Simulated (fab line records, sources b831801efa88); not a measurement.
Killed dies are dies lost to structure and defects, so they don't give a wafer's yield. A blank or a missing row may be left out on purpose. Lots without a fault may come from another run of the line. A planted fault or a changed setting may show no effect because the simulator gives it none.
fab line records | flow gf180mcu
record lots=5 wafers=15 last_day=34
route steps=602 shown NWELL@47 LVPWELL@54 MVSD@66 MVPSD@78 VT_IMPLANT@90
lots that met no fault: from a run of the same line without faults
start_h: hours from the record's first day to the start of the lot's first wafer shown | wait_h: hours since the lot's step before | " the same as in the row above | L1.1+2: a row that stands for several wafers | - no value, or no start given | * or withheld: withheld | < > ~ a bound
route shown NAME@n: a module of which the file shows steps, and the number in the route of the first | usual: mean/standard deviation of fault-free wafers | same: alike in all rows | chamber/n: place in a boat | sites: the reading at each site | _std_site: their standard deviation | _edge_site: outer sites' mean less inner sites' | radius_mm: how far each site lies from the wafer's centre | mask NAME#n: copy n | behind: the tool/chamber that last shaped the wafer | hold: why the lot was held/for how many hours/how that ended | device: the transistor (n, p or np) that didn't switch | end of line: the same wafers' tests at the end of the route | a step without rows: its recipe alone | killed: dies lost to structure and defects at the first sort, not the wafer's yield | map: a wafer's dies, x killed, . not, _ none there
set.NAME: the setting as run; set.NAME@STEP: as run at that earlier step | model.NAME: the simulator's own value behind a step, which no gauge read
lots at some steps of the route; a table a step, a row a wafer
services: from which hour (start_h, from the record's first day; less than 0 if before it) a tool's chamber was out of use, for how many hours, and why
## steps
# step GF_NWELL_PEB_05
# recipe temp_c=115 time_s=withheld
# columns lot.wafer tool chamber start_h wait_h
L078.1+4+5 litho_track-04 0 - -
L082.1+4+6 litho_track-02 0 - -
L090.3+4+5 litho_track-03 0 - -
L092.1+2+6 litho_track-04 0 - -
L095.1+2+3 litho_track-03 0 - -
# step GF_NWELL_DEVELOP_06
# recipe wall_angle_deg=90 develop_time_s=60 dev_temp_c=23
# usual developer_temp_C=23.01/0.12
# columns lot.wafer tool chamber start_h wait_h developer_temp_C
L078.1 litho_track-04 0 - - 23.17
L078.4 " 0 " " 22.96
L078.5 " 0 " " 22.99
L082.1 litho_track-02 0 - - 22.86
L082.4 " 0 " " 22.94
L082.6 " 0 " " 23.00
L090.3 litho_track-03 0 - - 22.85
L090.4 " 0 " " 22.93
L090.5 " 0 " " 22.97
L092.1 litho_track-04 0 - - 22.96
L092.2 " 0 " " 23.13
L092.6 " 0 " " 23.04
L095.1 litho_track-03 0 - - 23.07
L095.2 " 0 " " 23.08
L095.3 " 0 " " 23.04
# step GF_NWELL_OVL_MEAS_07
# usual NWELL_OVL=0.5/1.4
# columns lot.wafer tool chamber start_h wait_h NWELL_OVL[nm]
L078.1 overlay-01 - 76.05 - 1.2
L078.4 " - " " 2.2
L078.5 " - " " 2.7
L082.1 overlay-01 - 100.24 - 1.7
L082.4 " - " " 0.5
L082.6 " - " " 0.3
L090.3 overlay-02 - 145.80 - -1.2
L090.4 " - " " -1.7
L090.5 " - " " -0.2
L092.1 overlay-01 - 153.10 - 1.5
L092.2 " - " " 2.7
L092.6 " - " " 1.7
L095.1 overlay-02 - 172.44 - -0.1
L095.2 " - " " 0.1
L095.3 " - " " 0.8
# step GF_NWELL_IMPLANT_08
# recipe species=P energy_kev=450 dose_cm2=1.5e+13 tilt_deg=0
# columns lot.wafer tool chamber start_h wait_h
L078.1+4+5 implanter-04 0 76.08 0.0
L082.1+4+6 implanter-04 0 100.28 0.0
L090.3+4+5 implanter-01 0 145.87 0.1
L092.1+2+6 implanter-04 0 153.13 0.0
L095.1+2+3 implanter-04 0 172.47 0.0
# step GF_NWELL_IMPLANT_09
# recipe species=P energy_kev=160 dose_cm2=4e+12 tilt_deg=0
# columns lot.wafer tool chamber start_h wait_h
L078.1+4+5 implanter-04 0 76.23 0.1
L082.1+4+6 implanter-04 0 100.43 0.1
L090.3+4+5 implanter-01 0 146.02 0.1
L092.1+2+6 implanter-04 0 153.28 0.1
L095.1+2+3 implanter-04 0 172.62 0.1
# step GF_NWELL_STRIP_10
# recipe chemistry=O2/N2 power_w=1400 pressure_mtorr=1500 platen_temp_c=250 o2_flow_sccm=3000 n2_flow_sccm=300 overash_fraction=0.5
# usual chamber_pressure_mTorr=1500.1/1.5 drypump_motor_current_A=5.7/0.5 heater_power_w=330/24 o2_flow_sccm=3000/8.1 oes_product_au=0.723/0.0046 strip_time_to_endpoint_s=36.96/0.12
# columns lot.wafer tool chamber start_h wait_h chamber_pressure_mTorr drypump_motor_current_A heater_power_w o2_flow_sccm oes_product_au rf_hours_counter_h strip_time_to_endpoint_s
L078.1 plasma_asher-01 1 76.38 0.1 1500.0 5.1 322 3008 0.724 28 36.70
L078.4 " 1 " " 1500.4 5.1 329 3000 0.716 - 36.84
L078.5 " 0 " " 1496.5 6.7 320 3005 0.722 - 36.82
L082.1 plasma_asher-01 0 100.58 0.1 1497.6 6.6 322 2991 0.714 31 37.03
L082.4 " 0 " " 1498.5 6.6 327 2994 0.716 - 37.05
L082.6 " 0 " " 1501.3 6.6 313 2997 0.734 - 36.99
L090.3 plasma_asher-02 1 146.16 0.1 1501.0 5.7 319 3012 0.715 - 36.99
L090.4 " 0 " " 1498.6 5.4 301 2984 0.717 - 36.91
L090.5 " 0 " " 1501.8 5.4 303 2995 0.729 - 36.93
L092.1 plasma_asher-02 0 153.43 0.1 1501.9 5.4 299 3011 0.719 4 37.06
L092.2 " 1 " " 1500.6 5.7 311 3002 0.718 4 37.02
L092.6 " 0 " " 1502.6 5.5 302 3000 0.726 - 36.97
L095.1 plasma_asher-02 0 172.77 0.1 1502.1 5.4 307 2998 0.725 6 36.95
L095.2 " 1 " " 1500.5 5.7 323 3009 0.729 6 37.00
L095.3 " 0 " " 1501.2 5.4 300 3008 0.722 - 37.01
# step GF_NWELL_TW_MEAS_11
# usual NWELL_TW=1566/13
# columns lot.wafer tool chamber start_h wait_h NWELL_TW
L078.1 film_metro-02 - 76.48 0.1 1567
L078.4 " - " " 1560
L078.5 " - " " 1563
L082.1 film_metro-04 - 100.68 0.1 1590
L082.4 " - " " 1588
L082.6 " - " " 1586
L090.3 film_metro-02 - 146.24 0.1 1549
L090.4 " - " " 1556
L090.5 " - " " 1552
L092.1 film_metro-04 - 153.53 0.1 1577
L092.2 " - " " 1569
L092.6 " - " " 1571
L095.1 film_metro-04 - 172.87 0.1 1568
L095.2 " - " " 1570
L095.3 " - " " 1565
# step GF_LVPWELL_DEHYDRATE_00
# recipe temp_c=200 time_s=60
# same time_s=60
# columns lot.wafer tool chamber start_h wait_h
L078.1+4+5 litho_track-03 0 82.79 6.3
L082.1+4+6 litho_track-03 0 107.39 6.7
L090.3+4+5 litho_track-01 0 153.32 7.1
L092.1+2+6 litho_track-04 0 161.25 7.7
L095.1+2+3 litho_track-01 0 180.47 7.6
# step GF_LVPWELL_HMDS_01
# recipe prime_time_s=60 prime_temp_c=120
# columns lot.wafer tool chamber start_h wait_h
L078.1+4+5 litho_track-03 0 82.94 0.1
L082.1+4+6 litho_track-03 0 107.54 0.1
L090.3+4+5 litho_track-01 0 153.47 0.1
L092.1+2+6 litho_track-04 0 161.40 0.1
L095.1+2+3 litho_track-01 0 180.62 0.1
# step GF_LVPWELL_COAT_02
# recipe spin_rpm=2000 resist_thk_nm=3000
# columns lot.wafer tool chamber start_h wait_h
L078.1+4+5 litho_track-03 0 83.09 0.1
L082.1+4+6 litho_track-03 0 107.69 0.1
L090.3+4+5 litho_track-01 0 153.62 0.1
L092.1+2+6 litho_track-04 0 161.55 0.1
L095.1+2+3 litho_track-01 0 180.77 0.1
# step GF_LVPWELL_SOFTBAKE_03
# recipe temp_c=110 time_s=withheld
# columns lot.wafer tool chamber start_h wait_h
L078.1+4+5 litho_track-03 0 83.24 0.1
L082.1+4+6 litho_track-03 0 107.84 0.1
L090.3+4+5 litho_track-01 0 153.78 0.1
L092.1+2+6 litho_track-04 0 161.70 0.1
L095.1+2+3 litho_track-01 0 180.92 0.1
# step GF_LVPWELL_EXPOSE_04
# recipe mask_id=LVPWELL target_cd_nm=600 na=0.6 source_shape=conventional sigma_outer=0.6 dose_mj=260
# columns lot.wafer tool chamber start_h wait_h mask
L078.1+4+5 iline_stepper-02 0 - - LVPWELL#0
L082.1+4+6 iline_stepper-01 0 - - LVPWELL#0
L090.3+4+5 iline_stepper-01 0 - - LVPWELL#0
L092.1+2+6 iline_stepper-01 0 - - LVPWELL#0
L095.1+2+3 iline_stepper-01 0 - - LVPWELL#0
# step GF_LVPWELL_PEB_05
# recipe temp_c=115 time_s=withheld
# columns lot.wafer tool chamber start_h wait_h
L078.1+4+5 litho_track-04 0 - -
L082.1+4+6 litho_track-03 0 - -
L090.3+4+5 litho_track-03 0 - -
L092.1+2+6 litho_track-03 0 - -
L095.1+2+3 litho_track-01 0 - -
# step GF_LVPWELL_DEVELOP_06
# recipe wall_angle_deg=90 develop_time_s=60 dev_temp_c=23
# usual developer_temp_C=22.97/0.099
# columns lot.wafer tool chamber start_h wait_h developer_temp_C
L078.1 litho_track-04 0 - - 23.06
L078.4 " 0 " " 22.89
L078.5 " 0 " " 22.97
L082.1 litho_track-03 0 - - 23.04
L082.4 " 0 " " 22.90
L082.6 " 0 " " 22.87
L090.3 litho_track-03 0 - - 22.80
L090.4 " 0 " " 22.87
L090.5 " 0 " " 22.89
L092.1 litho_track-03 0 - - 22.83
L092.2 " 0 " " 22.87
L092.6 " 0 " " 22.82
L095.1 litho_track-01 0 - - 23.00
L095.2 " 0 " " 22.82
L095.3 " 0 " " 22.99
# step GF_LVPWELL_OVL_MEAS_07
# usual LVPWELL_OVL=-0.7/1.5
# columns lot.wafer tool chamber start_h wait_h LVPWELL_OVL[nm]
L078.1 overlay-01 - 89.70 - -1.6
L078.4 " - " " -1.3
L078.5 " - " " -0.7
L082.1 overlay-02 - 115.04 - -1.7
L082.4 " - " " -2.5
L082.6 " - " " -2.6
L090.3 overlay-01 - 161.95 - 0.5
L090.4 " - " " 1.0
L090.5 " - " " 2.0
L092.1 overlay-01 - 168.94 - -1.0
L092.2 " - " " -1.8
L092.6 " - " " -1.3
L095.1 overlay-01 - 188.97 - 0.1
L095.2 " - " " -0.6
L095.3 " - " " -1.6
# step GF_LVPWELL_IMPLANT_08
# recipe species=B energy_kev=170 dose_cm2=1.5e+13 tilt_deg=0
# columns lot.wafer tool chamber start_h wait_h
L078.1+4+5 implanter-04 0 89.73 0.0
L082.1+4+6 implanter-04 0 115.07 0.0
L090.3+4+5 implanter-01 0 162.02 0.1
L092.1+2+6 implanter-01 0 168.97 0.0
L095.1+2+3 implanter-01 0 189.00 0.0
# step GF_LVPWELL_IMPLANT_09
# recipe species=B energy_kev=60 dose_cm2=5e+12 tilt_deg=0
# columns lot.wafer tool chamber start_h wait_h
L078.1+4+5 implanter-04 0 89.88 0.1
L082.1+4+6 implanter-04 0 115.22 0.1
L090.3+4+5 implanter-01 0 162.17 0.1
L092.1+2+6 implanter-01 0 169.12 0.1
L095.1+2+3 implanter-01 0 189.15 0.1
# step GF_LVPWELL_STRIP_10
# recipe chemistry=O2/N2 power_w=1400 pressure_mtorr=1500 platen_temp_c=250 o2_flow_sccm=3000 n2_flow_sccm=300 overash_fraction=0.5
# usual chamber_pressure_mTorr=1499.9/1.3 drypump_motor_current_A=5.6/0.5 heater_power_w=305/20 o2_flow_sccm=3000/9.6 oes_product_au=0.722/0.0043 strip_time_to_endpoint_s=36.95/0.098
# columns lot.wafer tool chamber start_h wait_h chamber_pressure_mTorr drypump_motor_current_A heater_power_w o2_flow_sccm oes_product_au rf_hours_counter_h strip_time_to_endpoint_s
L078.1 plasma_asher-01 0 90.03 0.1 1500.6 6.6 325 2993 0.723 30 36.86
L078.4 " 0 " " 1499.0 6.6 324 2988 0.726 - 36.86
L078.5 " 0 " " 1502.3 6.6 330 3002 0.714 - 36.89
L082.1 plasma_asher-01 1 115.37 0.1 1497.1 5.1 326 3004 0.721 33 36.81
L082.4 " 1 " " 1497.9 5.1 332 2996 0.720 - 36.85
L082.6 " 0 " " 1498.2 6.6 324 3011 0.718 - 36.72
L090.3 plasma_asher-02 0 162.31 0.1 1500.7 5.4 301 2995 0.719 - 36.80
L090.4 " 1 " " 1500.5 5.7 324 2994 0.729 - 36.78
L090.5 " 0 " " 1500.4 5.4 299 3009 0.729 - 36.88
L092.1 plasma_asher-02 0 169.27 0.1 1499.1 5.4 296 2996 0.724 5 36.88
L092.2 " 1 " " 1498.0 5.7 317 3009 0.717 5 36.96
L092.6 " 0 " " 1499.4 5.4 312 2993 0.722 - 36.91
L095.1 plasma_asher-02 1 189.30 0.1 1501.6 5.7 315 2976 0.725 7 36.94
L095.2 " 0 " " 1501.3 5.4 305 2993 0.720 7 36.98
L095.3 " 0 " " 1499.3 5.5 305 2991 0.726 - 36.90
# step GF_LVPWELL_TW_MEAS_11
# usual LVPWELL_TW=555/4.1
# columns lot.wafer tool chamber start_h wait_h LVPWELL_TW
L078.1 film_metro-01 - 90.13 0.1 549
L078.4 " - " " 550
L078.5 " - " " 548
L082.1 film_metro-01 - 115.47 0.1 553
L082.4 " - " " 554
L082.6 " - " " 552
L090.3 film_metro-02 - 162.39 0.1 558
L090.4 " - " " 556
L090.5 " - " " 557
L092.1 film_metro-04 - 169.37 0.1 559
L092.2 " - " " 557
L092.6 " - " " 558
L095.1 film_metro-02 - 189.40 0.1 555
L095.2 " - " " 556
L095.3 " - " " 555
# step GF_MVSD_DEHYDRATE_00
# recipe temp_c=200 time_s=60
# same time_s=60
# columns lot.wafer tool chamber start_h wait_h
L078.1+4+5 litho_track-01 0 96.07 5.9
L082.1+4+6 litho_track-04 0 121.95 6.5
L090.3+4+5 litho_track-04 0 169.25 6.8
L092.1+2+6 litho_track-04 0 176.75 7.4
L095.1+2+3 litho_track-02 0 197.54 8.1
# step GF_MVSD_HMDS_01
# recipe prime_time_s=60 prime_temp_c=120
# columns lot.wafer tool chamber start_h wait_h
L078.1+4+5 litho_track-01 0 96.22 0.1
L082.1+4+6 litho_track-04 0 122.10 0.1
L090.3+4+5 litho_track-04 0 169.40 0.1
L092.1+2+6 litho_track-04 0 176.90 0.1
L095.1+2+3 litho_track-02 0 197.69 0.1
# step GF_MVSD_COAT_02
# recipe spin_rpm=2000 resist_thk_nm=3000
# columns lot.wafer tool chamber start_h wait_h
L078.1+4+5 litho_track-01 0 96.37 0.1
L082.1+4+6 litho_track-04 0 122.25 0.1
L090.3+4+5 litho_track-04 0 169.55 0.1
L092.1+2+6 litho_track-04 0 177.05 0.1
L095.1+2+3 litho_track-02 0 197.84 0.1
# step GF_MVSD_SOFTBAKE_03
# recipe temp_c=110 time_s=withheld
# columns lot.wafer tool chamber start_h wait_h
L078.1+4+5 litho_track-01 0 96.52 0.1
L082.1+4+6 litho_track-04 0 122.40 0.1
L090.3+4+5 litho_track-04 0 169.71 0.1
L092.1+2+6 litho_track-04 0 177.20 0.1
L095.1+2+3 litho_track-02 0 197.99 0.1
# step GF_MVSD_EXPOSE_04
# recipe mask_id=MVSD target_cd_nm=1000 na=0.6 source_shape=conventional sigma_outer=0.6 dose_mj=260
# columns lot.wafer tool chamber start_h wait_h mask
L078.1+4+5 iline_stepper-01 0 - - MVSD#0
L082.1+4+6 iline_stepper-01 0 - - MVSD#0
L090.3+4+5 iline_stepper-01 0 - - MVSD#0
L092.1+2+6 iline_stepper-01 0 - - MVSD#0
L095.1+2+3 iline_stepper-01 0 - - MVSD#0
# step GF_MVSD_PEB_05
# recipe temp_c=115 time_s=withheld
# columns lot.wafer tool chamber start_h wait_h
L078.1+4+5 litho_track-01 0 - -
L082.1+4+6 litho_track-02 0 - -
L090.3+4+5 litho_track-01 0 - -
L092.1+2+6 litho_track-01 0 - -
L095.1+2+3 litho_track-04 0 - -
# step GF_MVSD_DEVELOP_06
# recipe wall_angle_deg=90 develop_time_s=60 dev_temp_c=23
# usual developer_temp_C=22.97/0.1
# columns lot.wafer tool chamber start_h wait_h developer_temp_C
L078.1 litho_track-01 0 - - 22.96
L078.4 " 0 " " 22.81
L078.5 " 0 " " 23.16
L082.1 litho_track-02 0 - - 22.91
L082.4 " 0 " " 22.95
L082.6 " 0 " " 23.00
L090.3 litho_track-01 0 - - 22.87
L090.4 " 0 " " 22.81
L090.5 " 0 " " 22.90
L092.1 litho_track-01 0 - - 23.07
L092.2 " 0 " " 22.81
L092.6 " 0 " " 22.76
L095.1 litho_track-04 0 - - 22.98
L095.2 " 0 " " 22.87
L095.3 " 0 " " 22.94
# step GF_MVSD_OVL_MEAS_07
# usual MVSD_OVL=-0.9/1.1
# columns lot.wafer tool chamber start_h wait_h MVSD_OVL[nm]
L078.1 overlay-02 - 103.62 - -0.5
L078.4 " - " " -0.9
L078.5 " - " " -1.0
L082.1 overlay-02 - 130.04 - -3.2
L082.4 " - " " -3.1
L082.6 " - " " -1.7
L090.3 overlay-02 - 177.88 - -0.8
L090.4 " - " " -0.1
L090.5 " - " " -0.5
L092.1 overlay-01 - 184.57 - -1.0
L092.2 " - " " -0.4
L092.6 " - " " -0.8
L095.1 overlay-01 - 206.30 - -0.2
L095.2 " - " " 0.4
L095.3 " - " " -0.5
# step GF_MVSD_IMPLANT_08
# recipe species=P energy_kev=400 dose_cm2=1.6e+13 tilt_deg=0
# columns lot.wafer tool chamber start_h wait_h
L078.1+4+5 implanter-02 0 103.65 0.0
L082.1+4+6 implanter-03 0 130.08 0.0
L090.3+4+5 implanter-03 0 177.95 0.1
L092.1+2+6 implanter-03 0 184.60 0.0
L095.1+2+3 implanter-03 0 206.33 0.0
# step GF_MVSD_IMPLANT_09
# recipe species=P energy_kev=100 dose_cm2=5e+12 tilt_deg=0
# columns lot.wafer tool chamber start_h wait_h
L078.1+4+5 implanter-02 0 103.80 0.1
L082.1+4+6 implanter-03 0 130.23 0.1
L090.3+4+5 implanter-03 0 178.10 0.1
L092.1+2+6 implanter-03 0 184.75 0.1
L095.1+2+3 implanter-03 0 206.48 0.1
# step GF_MVSD_STRIP_10
# recipe chemistry=O2/N2 power_w=1400 pressure_mtorr=1500 platen_temp_c=250 o2_flow_sccm=3000 n2_flow_sccm=300 overash_fraction=0.5
# usual chamber_pressure_mTorr=1499.9/1.3 drypump_motor_current_A=5.7/0.46 heater_power_w=325/38 o2_flow_sccm=3000/8.6 oes_product_au=0.722/0.0049 strip_time_to_endpoint_s=36.98/0.12
# columns lot.wafer tool chamber start_h wait_h chamber_pressure_mTorr drypump_motor_current_A heater_power_w o2_flow_sccm oes_product_au rf_hours_counter_h strip_time_to_endpoint_s
L078.1 plasma_asher-03 0 103.95 0.1 1500.3 5.6 340 3001 0.716 51 36.78
L078.4 " 0 " " 1501.1 5.6 351 2987 0.724 - 36.94
L078.5 " 0 " " 1498.8 5.6 348 2999 0.723 - 36.89
L082.1 plasma_asher-01 1 130.38 0.1 1499.2 5.1 336 2997 0.725 34 36.84
L082.4 " 1 " " 1503.1 5.2 330 2992 0.720 - 36.79
L082.6 " 0 " " 1500.2 6.6 329 2997 0.724 - 36.86
L090.3 plasma_asher-03 1 178.23 0.1 1497.7 6.0 370 3001 0.727 - 37.06
L090.4 " 0 " " 1497.9 5.7 356 2998 0.719 - 36.98
L090.5 " 1 " " 1501.2 6.0 383 3001 0.727 - 37.04
L092.1 plasma_asher-03 1 184.90 0.1 1498.7 6.0 375 3006 0.725 60 36.99
L092.2 " 0 " " 1498.8 5.6 344 3001 0.722 60 37.13
L092.6 " 1 " " 1499.2 6.0 384 3021 0.728 - 37.05
L095.1 plasma_asher-04 1 206.63 0.1 1497.8 5.2 282 3002 0.734 55 37.03
L095.2 " 0 " " 1500.8 5.9 283 3001 0.719 55 36.99
L095.3 " 0 " " 1497.1 5.9 287 2993 0.720 - 37.09
# step GF_MVSD_TW_MEAS_11
# usual MVSD_TW=1569/16
# columns lot.wafer tool chamber start_h wait_h MVSD_TW
L078.1 film_metro-01 - 104.05 0.1 1557
L078.4 " - " " 1569
L078.5 " - " " 1559
L082.1 film_metro-04 - 130.48 0.1 1599
L082.4 " - " " 1596
L082.6 " - " " 1599
L090.3 film_metro-04 - 178.32 0.1 1570
L090.4 " - " " 1583
L090.5 " - " " 1569
L092.1 film_metro-01 - 185.00 0.1 1564
L092.2 " - " " 1561
L092.6 " - " " 1549
L095.1 film_metro-02 - 206.73 0.1 1552
L095.2 " - " " 1566
L095.3 " - " " 1568
# step GF_MVPSD_DEHYDRATE_00
# recipe temp_c=200 time_s=60
# same time_s=60
# columns lot.wafer tool chamber start_h wait_h
L078.1+4+5 litho_track-02 0 110.84 6.8
L082.1+4+6 litho_track-02 0 137.44 7.0
L090.3+4+5 litho_track-01 0 184.62 6.3
L092.1+2+6 litho_track-01 0 192.36 7.4
L095.1+2+3 litho_track-01 0 215.16 8.4
# step GF_MVPSD_HMDS_01
# recipe prime_time_s=60 prime_temp_c=120
# columns lot.wafer tool chamber start_h wait_h
L078.1+4+5 litho_track-02 0 110.99 0.1
L082.1+4+6 litho_track-02 0 137.59 0.1
L090.3+4+5 litho_track-01 0 184.77 0.1
L092.1+2+6 litho_track-01 0 192.51 0.1
L095.1+2+3 litho_track-01 0 215.31 0.1
# step GF_MVPSD_COAT_02
# recipe spin_rpm=2000 resist_thk_nm=3000
# columns lot.wafer tool chamber start_h wait_h
L078.1+4+5 litho_track-02 0 111.14 0.1
L082.1+4+6 litho_track-02 0 137.74 0.1
L090.3+4+5 litho_track-01 0 184.92 0.1
L092.1+2+6 litho_track-01 0 192.66 0.1
L095.1+2+3 litho_track-01 0 215.46 0.1
# step GF_MVPSD_SOFTBAKE_03
# recipe temp_c=110 time_s=withheld
# columns lot.wafer tool chamber start_h wait_h
L078.1+4+5 litho_track-02 0 111.29 0.1
L082.1+4+6 litho_track-02 0 137.89 0.1
L090.3+4+5 litho_track-01 0 185.08 0.1
L092.1+2+6 litho_track-01 0 192.81 0.1
L095.1+2+3 litho_track-01 0 215.61 0.1
# step GF_MVPSD_EXPOSE_04
# recipe mask_id=MVPSD target_cd_nm=1000 na=0.6 source_shape=conventional sigma_outer=0.6 dose_mj=260
# columns lot.wafer tool chamber start_h wait_h mask
L078.1+4+5 iline_stepper-02 0 - - MVPSD#0
L082.1+4+6 iline_stepper-01 0 - - MVPSD#0
L090.3+4+5 iline_stepper-02 0 - - MVPSD#0
L092.1+2+6 iline_stepper-01 0 - - MVPSD#0
L095.1+2+3 iline_stepper-02 0 - - MVPSD#0
# step GF_MVPSD_PEB_05
# recipe temp_c=115 time_s=withheld
# columns lot.wafer tool chamber start_h wait_h
L078.1+4+5 litho_track-01 0 - -
L082.1+4+6 litho_track-01 0 - -
L090.3+4+5 litho_track-03 0 - -
L092.1+2+6 litho_track-01 0 - -
L095.1+2+3 litho_track-01 0 - -
# step GF_MVPSD_DEVELOP_06
# recipe wall_angle_deg=90 develop_time_s=60 dev_temp_c=23
# usual developer_temp_C=22.97/0.12
# columns lot.wafer tool chamber start_h wait_h developer_temp_C
L078.1 litho_track-01 0 - - 23.08
L078.4 " 0 " " 22.86
L078.5 " 0 " " 22.98
L082.1 litho_track-01 0 - - 23.13
L082.4 " 0 " " 23.07
L082.6 " 0 " " 23.13
L090.3 litho_track-03 0 - - 22.79
L090.4 " 0 " " 22.82
L090.5 " 0 " " 22.93
L092.1 litho_track-01 0 - - 22.86
L092.2 " 0 " " 22.86
L092.6 " 0 " " 23.02
L095.1 litho_track-01 0 - - 23.12
L095.2 " 0 " " 23.11
L095.3 " 0 " " 22.99
# step GF_MVPSD_OVL_MEAS_07
# usual MVPSD_OVL=-0.3/1.7
# columns lot.wafer tool chamber start_h wait_h MVPSD_OVL[nm]
L078.1 overlay-02 - 118.32 - -1.2
L078.4 " - " " -1.7
L078.5 " - " " -2.9
L082.1 overlay-01 - 145.52 - -0.5
L082.4 " - " " -0.7
L082.6 " - " " -2.7
L090.3 overlay-01 - 193.60 - 1.8
L090.4 " - " " 3.1
L090.5 " - " " 1.7
L092.1 overlay-01 - 201.61 - 1.9
L092.2 " - " " 1.8
L092.6 " - " " 0.8
L095.1 overlay-02 - 224.41 - 1.0
L095.2 " - " " 1.0
L095.3 " - " " 0.5
# step GF_MVPSD_IMPLANT_08
# recipe species=B energy_kev=170 dose_cm2=1.5e+13 tilt_deg=0
# columns lot.wafer tool chamber start_h wait_h
L078.1+4+5 implanter-04 0 118.35 0.0
L082.1+4+6 implanter-04 0 145.55 0.0
L090.3+4+5 implanter-03 0 193.67 0.1
L092.1+2+6 implanter-04 0 201.65 0.0
L095.1+2+3 implanter-02 0 224.45 0.0
# step GF_MVPSD_IMPLANT_09
# recipe species=B energy_kev=40 dose_cm2=5e+12 tilt_deg=0
# columns lot.wafer tool chamber start_h wait_h
L078.1+4+5 implanter-04 0 118.50 0.1
L082.1+4+6 implanter-04 0 145.70 0.1
L090.3+4+5 implanter-03 0 193.82 0.1
L092.1+2+6 implanter-04 0 201.80 0.1
L095.1+2+3 implanter-02 0 224.60 0.1
# step GF_MVPSD_STRIP_10
# recipe chemistry=O2/N2 power_w=1400 pressure_mtorr=1500 platen_temp_c=250 o2_flow_sccm=3000 n2_flow_sccm=300 overash_fraction=0.5
# usual chamber_pressure_mTorr=1500.0/1.4 drypump_motor_current_A=5.65/0.25 heater_power_w=328/36 o2_flow_sccm=3000/8.3 oes_product_au=0.722/0.0043 strip_time_to_endpoint_s=37.01/0.11
# columns lot.wafer tool chamber start_h wait_h chamber_pressure_mTorr drypump_motor_current_A heater_power_w o2_flow_sccm oes_product_au rf_hours_counter_h strip_time_to_endpoint_s
L078.1 plasma_asher-02 0 118.65 0.1 1500.3 5.46 301 3014 0.730 0 37.02
L078.4 " 0 " " 1500.7 5.45 302 3022 0.719 - 37.10
L078.5 " 1 " " 1500.1 5.68 316 3010 0.726 - 37.03
L082.1 plasma_asher-03 0 145.85 0.1 1500.7 5.59 358 2985 0.724 56 37.05
L082.4 " 1 " " 1501.9 5.99 386 2998 0.725 - 37.10
L082.6 " 1 " " 1500.1 5.99 387 3015 0.718 - 37.08
L090.3 plasma_asher-03 0 193.96 0.1 1500.5 5.61 359 3003 0.723 - 36.88
L090.4 " 1 " " 1500.7 6.00 386 2998 0.721 - 36.76
L090.5 " 1 " " 1498.9 5.98 377 2990 0.719 - 36.90
L092.1 plasma_asher-02 1 201.95 0.1 1499.5 5.68 315 3008 0.720 9 36.99
L092.2 " 0 " " 1499.1 5.39 303 2997 0.723 9 37.13
L092.6 " 1 " " 1499.2 5.68 308 3009 0.722 - 37.04
L095.1 plasma_asher-02 1 224.75 0.1 1498.6 5.68 317 2991 0.717 11 36.76
L095.2 " 0 " " 1498.4 5.44 308 3003 0.725 11 36.72
L095.3 " 0 " " 1502.5 5.47 302 2995 0.723 - 36.83
# step GF_MVPSD_TW_MEAS_11
# usual MVPSD_TW=551/5.5
# columns lot.wafer tool chamber start_h wait_h MVPSD_TW
L078.1 film_metro-01 - 118.75 0.1 548
L078.4 " - " " 547
L078.5 " - " " 547
L082.1 film_metro-04 - 145.95 0.1 555
L082.4 " - " " 555
L082.6 " - " " 554
L090.3 film_metro-04 - 194.04 0.1 557
L090.4 " - " " 560
L090.5 " - " " 555
L092.1 film_metro-01 - 202.05 0.1 547
L092.2 " - " " 546
L092.6 " - " " 548
L095.1 film_metro-01 - 224.85 0.1 547
L095.2 " - " " 543
L095.3 " - " " 546
# step GF_VT_IMPLANT_DEHYDRATE_00
# recipe temp_c=200 time_s=60
# same time_s=60
# columns lot.wafer tool chamber start_h wait_h
L078.1+4+5 litho_track-04 0 126.05 7.3
L082.1+4+6 litho_track-02 0 153.49 7.5
L090.3+4+5 litho_track-02 0 201.79 7.7
L092.1+2+6 litho_track-04 0 209.60 7.5
L095.1+2+3 litho_track-03 0 233.84 9.0
# step GF_VT_IMPLANT_HMDS_01
# recipe prime_time_s=60 prime_temp_c=120
# columns lot.wafer tool chamber start_h wait_h
L078.1+4+5 litho_track-04 0 126.20 0.1
L082.1+4+6 litho_track-02 0 153.64 0.1
L090.3+4+5 litho_track-02 0 201.94 0.1
L092.1+2+6 litho_track-04 0 209.75 0.1
L095.1+2+3 litho_track-03 0 233.99 0.1
# step GF_VT_IMPLANT_COAT_02
# recipe resist=NOVOLAK spin_rpm=3000 resist_thk_nm=1000
# columns lot.wafer tool chamber start_h wait_h
L078.1+4+5 litho_track-04 0 126.35 0.1
L082.1+4+6 litho_track-02 0 153.79 0.1
L090.3+4+5 litho_track-02 0 202.09 0.1
L092.1+2+6 litho_track-04 0 209.90 0.1
L095.1+2+3 litho_track-03 0 234.14 0.1
# step GF_VT_IMPLANT_SOFTBAKE_03
# recipe temp_c=90 time_s=60 resist=NOVOLAK
# same time_s=60
# columns lot.wafer tool chamber start_h wait_h
L078.1+4+5 litho_track-04 0 126.50 0.1
L082.1+4+6 litho_track-02 0 153.94 0.1
L090.3+4+5 litho_track-02 0 202.24 0.1
L092.1+2+6 litho_track-04 0 210.05 0.1
L095.1+2+3 litho_track-03 0 234.29 0.1
## services
# columns tool chamber start_h hours kind
plasma_asher-04 - 73.68 6.5 pm
implanter-01 - 75.48 1.2 repair
plasma_asher-01 - 90.18 2.4 repair
implanter-01 - 98.60 1.7 repair
plasma_asher-04 - 102.33 3.5 repair
implanter-01 - 103.87 2.5 repair
plasma_asher-02 - 108.75 9.0 pm
plasma_asher-02 0 108.75 9.0 vent_cycle
plasma_asher-02 1 108.75 9.0 vent_cycle
plasma_asher-02 - 112.58 3.6 repair
plasma_asher-02 0 117.75 - clean
plasma_asher-02 1 117.75 - clean
implanter-04 - 160.48 5.1 pm
implanter-02 - 184.05 3.2 pm
implanter-04 - 225.39 2.2 repair
## key
fault none
